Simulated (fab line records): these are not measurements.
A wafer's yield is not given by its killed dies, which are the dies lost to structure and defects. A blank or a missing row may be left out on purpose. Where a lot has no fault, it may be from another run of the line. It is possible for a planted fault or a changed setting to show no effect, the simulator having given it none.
Chamber matching || flow gf180mcu || rie_diel-04 running GF_STI_ETCH_13: 4 sister chambers
The step etches the open film in CHF3/O2, stops on Si, target depth 282.31 nm, time 112.9 s. 4 wafers are shown with their chamber, then 7 later ones without.

== WAFERS PAIRED WITH THEIR CHAMBERS ==
{"wafer": "L653.4", "chamber": 0, "drypump_motor_current_A (A)": 5.3}
{"wafer": "L653.5", "chamber": 1, "drypump_motor_current_A (A)": 5.4}
{"wafer": "L654.3", "chamber": 2, "drypump_motor_current_A (A)": 6.6}
{"wafer": "L654.5", "chamber": 3, "drypump_motor_current_A (A)": 5.7}

== WAFERS WHOSE CHAMBER IS MISSING ==
{"wafer": "L654.6", "drypump_motor_current_A (A)": 5.3}
{"wafer": "L656.1", "drypump_motor_current_A (A)": 5.4}
{"wafer": "L656.2", "drypump_motor_current_A (A)": 5.3}
{"wafer": "L656.5", "drypump_motor_current_A (A)": 5.4}
{"wafer": "L664.3", "drypump_motor_current_A (A)": 5.8}
{"wafer": "L664.4", "drypump_motor_current_A (A)": 6.6}
{"wafer": "L664.5", "drypump_motor_current_A (A)": 5.4}

== THE CHAMBER EACH PASSED THROUGH ==
{"wafer": "L654.6", "from the rows above": 0, "in truth": 0}
{"wafer": "L656.1", "from the rows above": 1, "in truth": 1}
{"wafer": "L656.2", "from the rows above": 0, "in truth": 0}
{"wafer": "L656.5", "from the rows above": 1, "in truth": 1}
{"wafer": "L664.3", "from the rows above": 3, "in truth": 3}
{"wafer": "L664.4", "from the rows above": 2, "in truth": 2}
{"wafer": "L664.5", "from the rows above": 1, "in truth": 1}
7 of 7 placed correctly. Can't be placed from these rows: 0. Number placed wrongly: 0.
How it was worked out, from the rows above alone: a wafer's distance from a chamber is the root of the sum, over the readings, of the square of ((its reading less the chamber's mean) divided by the reading's scatter). If the next closest chamber is less than 2 further off than the closest, the wafer can't be placed; otherwise it belongs to the closest. Each chamber's mean is taken over the wafers shown for it. The scatter: root of mean squared gap, hidden wafer to nearest shown wafer, with one shown wafer a chamber.
